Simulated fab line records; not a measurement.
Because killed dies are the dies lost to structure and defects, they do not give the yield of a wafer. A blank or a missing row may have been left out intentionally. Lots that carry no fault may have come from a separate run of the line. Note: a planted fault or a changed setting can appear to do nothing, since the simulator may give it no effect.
Which tool was responsible? :: flow sky130 :: Sampling: 24 lots, 72 wafers, 5 of 708 route steps

== WHAT THE GAUGES READ, wafer by wafer ==
SKY_PASSIVATION_THK_MEAS_03. Usual: PASSIVATION_CVD_02_THK typically reads 541 nm, with standard deviation 6.8.
lot: L074
measured: day 43 19:11
on: film-metro-03
PASSIVATION_CVD_02_THK (nm): 532 528 535
flag: 

lot: L075
measured: day 43 22:15
on: film-metro-04
PASSIVATION_CVD_02_THK (nm): 535 554 543
flag: 

lot: L076
measured: day 44 11:04
on: film-metro-01
PASSIVATION_CVD_02_THK (nm): 539 548 542
flag: 

lot: L077
measured: day 44 20:14
on: film-metro-04
PASSIVATION_CVD_02_THK (nm): 538 539 543
flag: 

lot: L078
measured: day 45 01:53
on: film-metro-04
PASSIVATION_CVD_02_THK (nm): 537 550 541
flag: 

lot: L079
measured: day 45 07:23
on: film-metro-03
PASSIVATION_CVD_02_THK (nm): 543 551 547
flag: 

lot: L080
measured: day 45 18:41
on: film-metro-04
PASSIVATION_CVD_02_THK (nm): 537 535 549
flag: 

lot: L081
measured: day 45 21:25
on: film-metro-01
PASSIVATION_CVD_02_THK (nm): 531 532 536
flag: 

lot: L082
measured: day 46 05:41
on: film-metro-03
PASSIVATION_CVD_02_THK (nm): 532 545 549
flag: 

lot: L083
measured: day 46 08:26
on: film-metro-01
PASSIVATION_CVD_02_THK (nm): 553 549 542
flag: 

lot: L084
measured: day 46 14:53
on: film-metro-03
PASSIVATION_CVD_02_THK (nm): 539 550 541
flag: 

lot: L086
measured: day 47 00:24
on: film-metro-04
PASSIVATION_CVD_02_THK (nm): 529 536 546
flag: 

lot: L085
measured: day 47 03:16
on: film-metro-01
PASSIVATION_CVD_02_THK (nm): 534 543 540
flag: 

lot: L087
measured: day 47 06:59
on: film-metro-04
PASSIVATION_CVD_02_THK (nm): 534 534 542
flag: 

lot: L088
measured: day 47 10:53
on: film-metro-03
PASSIVATION_CVD_02_THK (nm): 532 544 551
flag: 

lot: L089
measured: day 47 17:34
on: film-metro-01
PASSIVATION_CVD_02_THK (nm): 528 539 541
flag: 

lot: L090
measured: day 47 19:08
on: film-metro-04
PASSIVATION_CVD_02_THK (nm): 524 539 534
flag: 

lot: L091
measured: day 48 06:20
on: film-metro-04
PASSIVATION_CVD_02_THK (nm): 534 530 531
flag: 

lot: L092
measured: day 48 09:50
on: film-metro-01
PASSIVATION_CVD_02_THK (nm): 539 543 539
flag: 

lot: L093
measured: day 48 16:17
on: film-metro-03
PASSIVATION_CVD_02_THK (nm): 536 540 553
flag: 

lot: L094
measured: day 48 22:11
on: film-metro-01
PASSIVATION_CVD_02_THK (nm): 534 546 546
flag: 

lot: L095
measured: day 48 23:37
on: film-metro-03
PASSIVATION_CVD_02_THK (nm): 550 540 543
flag: 

lot: L096
measured: day 49 08:02
on: film-metro-04
PASSIVATION_CVD_02_THK (nm): 534 545 553
flag: 

lot: L097
measured: day 49 10:18
on: film-metro-03
PASSIVATION_CVD_02_THK (nm): 543 537 548
flag: 

== WHAT TOOL EACH LOT RAN ON (gives the tool, then ch and the chambers of the sampled wafers, and finally the start) ==
lot: L074
SKY_VIA3_CVD_21: cvd-w-02 ch 0,1, day 39 14:20
SKY_METAL4_SPUTTER_04: pvd-sputter-03, day 39 15:12
SKY_VIA4_ETCH_12: rie-diel-01 ch 1,3, day 42 17:37
SKY_METAL5_DESCUM_14: rie-metal-02 ch 0,1, day 43 17:56

lot: L075
SKY_VIA3_CVD_21: cvd-w-02 ch 0,1, day 39 17:14
SKY_METAL4_SPUTTER_04: pvd-sputter-04, day 39 17:56
SKY_VIA4_ETCH_12: rie-diel-02 ch 2,3, day 42 20:37
SKY_METAL5_DESCUM_14: rie-metal-03 ch 0,1, day 43 20:55

lot: L076
SKY_VIA3_CVD_21: cvd-w-02 ch 0,1, day 40 07:52
SKY_METAL4_SPUTTER_04: pvd-sputter-04, day 40 08:32
SKY_VIA4_ETCH_12: rie-diel-04 ch 1,2, day 43 09:43
SKY_METAL5_DESCUM_14: rie-metal-02 ch 0,1, day 44 09:32

lot: L077
SKY_VIA3_CVD_21: cvd-w-02 ch 0,1, day 40 17:47
SKY_METAL4_SPUTTER_04: pvd-sputter-03, day 40 18:30
SKY_VIA4_ETCH_12: rie-diel-02 ch 0,2,3, day 43 19:28
SKY_METAL5_DESCUM_14: rie-metal-04 ch 0,1, day 44 19:01

lot: L078
SKY_VIA3_CVD_21: cvd-w-01 ch 0,1, day 41 00:48
SKY_METAL4_SPUTTER_04: pvd-sputter-02, day 41 01:31
SKY_VIA4_ETCH_12: rie-diel-01 ch 1,3, day 44 00:16
SKY_METAL5_DESCUM_14: rie-metal-03 ch 0,1, day 45 00:17

lot: L079
SKY_VIA3_CVD_21: cvd-w-01 ch 0,1, day 41 07:02
SKY_METAL4_SPUTTER_04: pvd-sputter-02, day 41 08:01
SKY_VIA4_ETCH_12: rie-diel-02 ch 0,3, day 44 06:40
SKY_METAL5_DESCUM_14: rie-metal-03 ch 0,1, day 45 06:10

lot: L080
SKY_VIA3_CVD_21: cvd-w-02 ch 0,1, day 41 18:26
SKY_METAL4_SPUTTER_04: pvd-sputter-02, day 41 19:41
SKY_VIA4_ETCH_12: rie-diel-02 ch 1,3, day 44 18:28
SKY_METAL5_DESCUM_14: rie-metal-04 ch 0,1, day 45 17:23

lot: L081
SKY_VIA3_CVD_21: cvd-w-01 ch 0,1, day 41 22:59
SKY_METAL4_SPUTTER_04: pvd-sputter-04, day 41 23:41
SKY_VIA4_ETCH_12: rie-diel-04 ch 0,1,3, day 44 21:43
SKY_METAL5_DESCUM_14: rie-metal-04 ch 0,1, day 45 20:14

lot: L082
SKY_VIA3_CVD_21: cvd-w-01 ch 1, day 42 08:02
SKY_METAL4_SPUTTER_04: pvd-sputter-04, day 42 08:44
SKY_VIA4_ETCH_12: rie-diel-02 ch 0,1,3, day 45 06:07
SKY_METAL5_DESCUM_14: rie-metal-03 ch 0,1, day 46 04:28

lot: L083
SKY_VIA3_CVD_21: cvd-w-01 ch 0,1, day 42 11:19
SKY_METAL4_SPUTTER_04: pvd-sputter-03, day 42 11:59
SKY_VIA4_ETCH_12: rie-diel-04 ch 0,1,2, day 45 09:34
SKY_METAL5_DESCUM_14: rie-metal-03 ch 0,1, day 46 07:14

lot: L084
SKY_VIA3_CVD_21: cvd-w-01 ch 0,1, day 42 17:02
SKY_METAL4_SPUTTER_04: pvd-sputter-02, day 42 17:45
SKY_VIA4_ETCH_12: rie-diel-01 ch 0,1,3, day 45 15:37
SKY_METAL5_DESCUM_14: rie-metal-04 ch 0,1, day 46 13:40

lot: L086
SKY_VIA3_CVD_21: cvd-w-02 ch 0,1, day 43 04:37
SKY_METAL4_SPUTTER_04: pvd-sputter-04, day 43 05:20
SKY_VIA4_ETCH_12: rie-diel-04 ch 1,2,3, day 46 01:13
SKY_METAL5_DESCUM_14: rie-metal-02 ch 0,1, day 46 23:14

lot: L085
SKY_VIA3_CVD_21: cvd-w-01 ch 0,1, day 43 08:35
SKY_METAL4_SPUTTER_04: pvd-sputter-04, day 43 09:16
SKY_VIA4_ETCH_12: rie-diel-04 ch 0,1,3, day 46 03:46
SKY_METAL5_DESCUM_14: rie-metal-02 ch 0,1, day 47 01:59

lot: L087
SKY_VIA3_CVD_21: cvd-w-01 ch 0,1, day 43 11:47
SKY_METAL4_SPUTTER_04: pvd-sputter-03, day 43 12:29
SKY_VIA4_ETCH_12: rie-diel-04 ch 1,2, day 46 07:55
SKY_METAL5_DESCUM_14: rie-metal-03 ch 0,1, day 47 05:46

lot: L088
SKY_VIA3_CVD_21: cvd-w-02 ch 0,1, day 43 16:34
SKY_METAL4_SPUTTER_04: pvd-sputter-04, day 43 17:14
SKY_VIA4_ETCH_12: rie-diel-02 ch 0,1,2, day 46 12:10
SKY_METAL5_DESCUM_14: rie-metal-02 ch 0,1, day 47 09:41

lot: L089
SKY_VIA3_CVD_21: cvd-w-01 ch 0,1, day 43 23:23
SKY_METAL4_SPUTTER_04: pvd-sputter-04, day 44 00:05
SKY_VIA4_ETCH_12: rie-diel-01 ch 1,2,3, day 46 19:01
SKY_METAL5_DESCUM_14: rie-metal-04 ch 0, day 47 16:07

lot: L090
SKY_VIA3_CVD_21: cvd-w-02 ch 0,1, day 44 00:56
SKY_METAL4_SPUTTER_04: pvd-sputter-04, day 44 01:39
SKY_VIA4_ETCH_12: rie-diel-02 ch 0,1,3, day 46 20:10
SKY_METAL5_DESCUM_14: rie-metal-04 ch 0, day 47 17:35

lot: L091
SKY_VIA3_CVD_21: cvd-w-01 ch 0,1, day 44 14:25
SKY_METAL4_SPUTTER_04: pvd-sputter-04, day 44 15:05
SKY_VIA4_ETCH_12: rie-diel-01 ch 2,3, day 47 08:10
SKY_METAL5_DESCUM_14: rie-metal-04 ch 0,1, day 48 05:02

lot: L092
SKY_VIA3_CVD_21: cvd-w-01 ch 0,1, day 44 17:48
SKY_METAL4_SPUTTER_04: pvd-sputter-04, day 44 18:30
SKY_VIA4_ETCH_12: rie-diel-04 ch 1,2, day 47 10:49
SKY_METAL5_DESCUM_14: rie-metal-02 ch 0,1, day 48 08:07

lot: L093
SKY_VIA3_CVD_21: cvd-w-01 ch 0,1, day 45 02:44
SKY_METAL4_SPUTTER_04: pvd-sputter-04, day 45 03:26
SKY_VIA4_ETCH_12: rie-diel-04 ch 0,1,3, day 47 18:25
SKY_METAL5_DESCUM_14: rie-metal-02 ch 0,1, day 48 14:56

lot: L094
SKY_VIA3_CVD_21: cvd-w-01 ch 1, day 45 09:25
SKY_METAL4_SPUTTER_04: pvd-sputter-04, day 45 10:17
SKY_VIA4_ETCH_12: rie-diel-02 ch 0,2, day 48 00:49
SKY_METAL5_DESCUM_14: rie-metal-04 ch 0,1, day 48 20:56

lot: L095
SKY_VIA3_CVD_21: cvd-w-02 ch 0,1, day 45 10:50
SKY_METAL4_SPUTTER_04: pvd-sputter-03, day 45 11:56
SKY_VIA4_ETCH_12: rie-diel-01 ch 0,1, day 48 01:40
SKY_METAL5_DESCUM_14: rie-metal-03 ch 1, day 48 22:03

lot: L096
SKY_VIA3_CVD_21: cvd-w-01 ch 1, day 45 19:02
SKY_METAL4_SPUTTER_04: pvd-sputter-02, day 45 19:49
SKY_VIA4_ETCH_12: rie-diel-02 ch 0,1,2, day 48 10:40
SKY_METAL5_DESCUM_14: rie-metal-03 ch 1, day 49 06:23

lot: L097
SKY_VIA3_CVD_21: cvd-w-02 ch 0,1, day 46 00:02
SKY_METAL4_SPUTTER_04: pvd-sputter-04, day 46 00:45
SKY_VIA4_ETCH_12: rie-diel-02 ch 0,1,2, day 48 14:01
SKY_METAL5_DESCUM_14: rie-metal-04 ch 0,1, day 49 09:08
- SKY_VIA3_CVD_21: deposits W, target thk 390 nm, time 117.31 s.
- SKY_METAL4_SPUTTER_04: material TiN, target thk 70 nm, time 58.3 s.
- SKY_VIA4_ETCH_12: etches SiO2 in C4F8/O2/Ar, stops on TiN, target depth 580 nm.
- SKY_METAL5_DESCUM_14: chemistry O2, time 11 s.

== WHAT THE TOOLS THEMSELVES READ (means of the sampled wafers that have a number; where no wafer has one, the mark that the record gives instead) ==
SKY_VIA3_CVD_21. Usual: heater-power-outer-w 524 W, standard deviation 36; heater-power-w 852 W, standard deviation 35.
lot: L074
tool: cvd-w-02
heater-power-outer-w (W): 561
heater-power-w (W): 878
flag: 

lot: L075
tool: cvd-w-02
heater-power-outer-w (W): 568
heater-power-w (W): 872
flag: 

lot: L076
tool: cvd-w-02
heater-power-outer-w (W): 543
heater-power-w (W): 888
flag: 

lot: L077
tool: cvd-w-02
heater-power-outer-w (W): 558
heater-power-w (W): 871
flag: 

lot: L078
tool: cvd-w-01
heater-power-outer-w (W): 517
heater-power-w (W): 831
flag: 

lot: L079
tool: cvd-w-01
heater-power-outer-w (W): 496
heater-power-w (W): 814
flag: 

lot: L080
tool: cvd-w-02
heater-power-outer-w (W): 560
heater-power-w (W): 877
flag: 

lot: L081
tool: cvd-w-01
heater-power-outer-w (W): 505
heater-power-w (W): 828
flag: 

lot: L082
tool: cvd-w-01
heater-power-outer-w (W): 480
heater-power-w (W): 841
flag: 

lot: L083
tool: cvd-w-01
heater-power-outer-w (W): 517
heater-power-w (W): 806
flag: 

lot: L084
tool: cvd-w-01
heater-power-outer-w (W): 511
heater-power-w (W): 818
flag: 

lot: L086
tool: cvd-w-02
heater-power-outer-w (W): 570
heater-power-w (W): 870
flag: 

lot: L085
tool: cvd-w-01
heater-power-outer-w (W): 506
heater-power-w (W): 822
flag: 

lot: L087
tool: cvd-w-01
heater-power-outer-w (W): 498
heater-power-w (W): 839
flag: 

lot: L088
tool: cvd-w-02
heater-power-outer-w (W): 571
heater-power-w (W): 888
flag: 

lot: L089
tool: cvd-w-01
heater-power-outer-w (W): 511
heater-power-w (W): 820
flag: 

lot: L090
tool: cvd-w-02
heater-power-outer-w (W): 550
heater-power-w (W): 896
flag: 

lot: L091
tool: cvd-w-01
heater-power-outer-w (W): 495
heater-power-w (W): 841
flag: 

lot: L092
tool: cvd-w-01
heater-power-outer-w (W): 498
heater-power-w (W): 834
flag: 

lot: L093
tool: cvd-w-01
heater-power-outer-w (W): 501
heater-power-w (W): 824
flag: 

lot: L094
tool: cvd-w-01
heater-power-outer-w (W): 483
heater-power-w (W): 858
flag: 

lot: L095
tool: cvd-w-02
heater-power-outer-w (W): 559
heater-power-w (W): 890
flag: 

lot: L096
tool: cvd-w-01
heater-power-outer-w (W): 484
heater-power-w (W): 843
flag: 

lot: L097
tool: cvd-w-02
heater-power-outer-w (W): 565
heater-power-w (W): 875
flag: 

SKY_METAL4_SPUTTER_04. Usual: throttle-valve-pct reads 30.0 % (standard deviation 1.3).
lot: L074
tool: pvd-sputter-03
throttle-valve-pct (%): 29.6
flag: 

lot: L075
tool: pvd-sputter-04
throttle-valve-pct (%): 31.7
flag: 

lot: L076
tool: pvd-sputter-04
throttle-valve-pct (%): 30.3
flag: 

lot: L077
tool: pvd-sputter-03
throttle-valve-pct (%): 29.5
flag: 

lot: L078
tool: pvd-sputter-02
throttle-valve-pct (%): 29.9
flag: 

lot: L079
tool: pvd-sputter-02
throttle-valve-pct (%): 29.9
flag: 

lot: L080
tool: pvd-sputter-02
throttle-valve-pct (%): 29.3
flag: 

lot: L081
tool: pvd-sputter-04
throttle-valve-pct (%): 29.7
flag: 

lot: L082
tool: pvd-sputter-04
throttle-valve-pct (%): 30.3
flag: 

lot: L083
tool: pvd-sputter-03
throttle-valve-pct (%): 28.9
flag: 

lot: L084
tool: pvd-sputter-02
throttle-valve-pct (%): 29.2
flag: 

lot: L086
tool: pvd-sputter-04
throttle-valve-pct (%): 30.2
flag: 

lot: L085
tool: pvd-sputter-04
throttle-valve-pct (%): 29.7
flag: 

lot: L087
tool: pvd-sputter-03
throttle-valve-pct (%): 29.7
flag: 

lot: L088
tool: pvd-sputter-04
throttle-valve-pct (%): 31.2
flag: 

lot: L089
tool: pvd-sputter-04
throttle-valve-pct (%): 30.6
flag: 

lot: L090
tool: pvd-sputter-04
throttle-valve-pct (%): 29.9
flag: 

lot: L091
tool: pvd-sputter-04
throttle-valve-pct (%): 31.4
flag: 

lot: L092
tool: pvd-sputter-04
throttle-valve-pct (%): 29.4
flag: 

lot: L093
tool: pvd-sputter-04
throttle-valve-pct (%): 30.4
flag: 

lot: L094
tool: pvd-sputter-04
throttle-valve-pct (%): 30.5
flag: 

lot: L095
tool: pvd-sputter-03
throttle-valve-pct (%): 29.0
flag: 

lot: L096
tool: pvd-sputter-02
throttle-valve-pct (%): 29.3
flag: 

lot: L097
tool: pvd-sputter-04
throttle-valve-pct (%): 30.4
flag: 

SKY_VIA4_ETCH_12. Usual: oes-product-au reads 0.925 a.u. (standard deviation 0.0045).
lot: L074
tool: rie-diel-01
oes-product-au (a.u.): 0.927
flag: 

lot: L075
tool: rie-diel-02
oes-product-au (a.u.): 0.925
flag: 

lot: L076
tool: rie-diel-04
oes-product-au (a.u.): 0.928
flag: 

lot: L077
tool: rie-diel-02
oes-product-au (a.u.): 0.926
flag: 

lot: L078
tool: rie-diel-01
oes-product-au (a.u.): 0.929
flag: 

lot: L079
tool: rie-diel-02
oes-product-au (a.u.): 0.925
flag: 

lot: L080
tool: rie-diel-02
oes-product-au (a.u.): 0.931
flag: 

lot: L081
tool: rie-diel-04
oes-product-au (a.u.): 0.923
flag: 

lot: L082
tool: rie-diel-02
oes-product-au (a.u.): 0.924
flag: 

lot: L083
tool: rie-diel-04
oes-product-au (a.u.): 0.928
flag: 

lot: L084
tool: rie-diel-01
oes-product-au (a.u.): 0.927
flag: 

lot: L086
tool: rie-diel-04
oes-product-au (a.u.): 0.923
flag: 

lot: L085
tool: rie-diel-04
oes-product-au (a.u.): 0.922
flag: 

lot: L087
tool: rie-diel-04
oes-product-au (a.u.): 0.924
flag: 

lot: L088
tool: rie-diel-02
oes-product-au (a.u.): 0.924
flag: 

lot: L089
tool: rie-diel-01
oes-product-au (a.u.): 0.927
flag: 

lot: L090
tool: rie-diel-02
oes-product-au (a.u.): 0.932
flag: 

lot: L091
tool: rie-diel-01
oes-product-au (a.u.): 0.921
flag: 

lot: L092
tool: rie-diel-04
oes-product-au (a.u.): 0.924
flag: 

lot: L093
tool: rie-diel-04
oes-product-au (a.u.): 0.926
flag: 

lot: L094
tool: rie-diel-02
oes-product-au (a.u.): 0.923
flag: 

lot: L095
tool: rie-diel-01
oes-product-au (a.u.): 0.928
flag: 

lot: L096
tool: rie-diel-02
oes-product-au (a.u.): 0.922
flag: 

lot: L097
tool: rie-diel-02
oes-product-au (a.u.): 0.922
flag: 

SKY_METAL5_DESCUM_14. Usual: drypump-motor-current-A 5.4 A, standard deviation 0.32; oes-product-au 0.999 a.u., standard deviation 0.0082.
lot: L074
tool: rie-metal-02
drypump-motor-current-A (A): 5.3
oes-product-au (a.u.): 0.989
flag: 

lot: L075
tool: rie-metal-03
drypump-motor-current-A (A): 5.2
oes-product-au (a.u.): 1.005
flag: 

lot: L076
tool: rie-metal-02
drypump-motor-current-A (A): 5.5
oes-product-au (a.u.): 0.996
flag: 

lot: L077
tool: rie-metal-04
drypump-motor-current-A (A): 5.6
oes-product-au (a.u.): 1.004
flag: 

lot: L078
tool: rie-metal-03
drypump-motor-current-A (A): 5.2
oes-product-au (a.u.): 1.009
flag: 

lot: L079
tool: rie-metal-03
drypump-motor-current-A (A): 5.2
oes-product-au (a.u.): 1.004
flag: 

lot: L080
tool: rie-metal-04
drypump-motor-current-A (A): 5.6
oes-product-au (a.u.): 0.991
flag: 

lot: L081
tool: rie-metal-04
drypump-motor-current-A (A): 5.7
oes-product-au (a.u.): 0.993
flag: 

lot: L082
tool: rie-metal-03
drypump-motor-current-A (A): 5.2
oes-product-au (a.u.): 1.009
flag: 

lot: L083
tool: rie-metal-03
drypump-motor-current-A (A): 5.4
oes-product-au (a.u.): 1.000
flag: 

lot: L084
tool: rie-metal-04
drypump-motor-current-A (A): 5.6
oes-product-au (a.u.): 0.986
flag: 

lot: L086
tool: rie-metal-02
drypump-motor-current-A (A): 5.3
oes-product-au (a.u.): 0.995
flag: 

lot: L085
tool: rie-metal-02
drypump-motor-current-A (A): 5.5
oes-product-au (a.u.): 0.993
flag: 

lot: L087
tool: rie-metal-03
drypump-motor-current-A (A): 5.4
oes-product-au (a.u.): 1.013
flag: 

lot: L088
tool: rie-metal-02
drypump-motor-current-A (A): 5.6
oes-product-au (a.u.): 0.992
flag: 

lot: L089
tool: rie-metal-04
drypump-motor-current-A (A): 5.7
oes-product-au (a.u.): 1.005
flag: 

lot: L090
tool: rie-metal-04
drypump-motor-current-A (A): 5.7
oes-product-au (a.u.): 0.998
flag: 

lot: L091
tool: rie-metal-04
drypump-motor-current-A (A): 5.6
oes-product-au (a.u.): 1.002
flag: 

lot: L092
tool: rie-metal-02
drypump-motor-current-A (A): 5.3
oes-product-au (a.u.): 1.001
flag: 

lot: L093
tool: rie-metal-02
drypump-motor-current-A (A): 5.3
oes-product-au (a.u.): 0.995
flag: 

lot: L094
tool: rie-metal-04
drypump-motor-current-A (A): 5.6
oes-product-au (a.u.): 0.995
flag: 

lot: L095
tool: rie-metal-03
drypump-motor-current-A (A): 5.0
oes-product-au (a.u.): 1.008
flag: 

lot: L096
tool: rie-metal-03
drypump-motor-current-A (A): 4.9
oes-product-au (a.u.): 1.005
flag: 

lot: L097
tool: rie-metal-04
drypump-motor-current-A (A): 5.6
oes-product-au (a.u.): 1.002
flag: 

== THE ANSWER, worked out from the rows above alone ==
Rule: lot off if the mean of its wafers having a number is beyond 3 standard deviations from the usual mean. A lot without any number at a reading at which 4 lots or more have one is off too. Where the step has rows for the other lots, those lots are counted as sound. After the gauges, taken in route order, come the tools' own readings; for these a lot's mean is taken, as printed above. The first step at which some lot is off is used, and at that step the reading that is off furthest; a lot without a number counts as furthest.
None of the lots is off at any reading shown; this tells nothing.

== WHAT HAD BEEN PUT IN BY THE SIMULATOR ==
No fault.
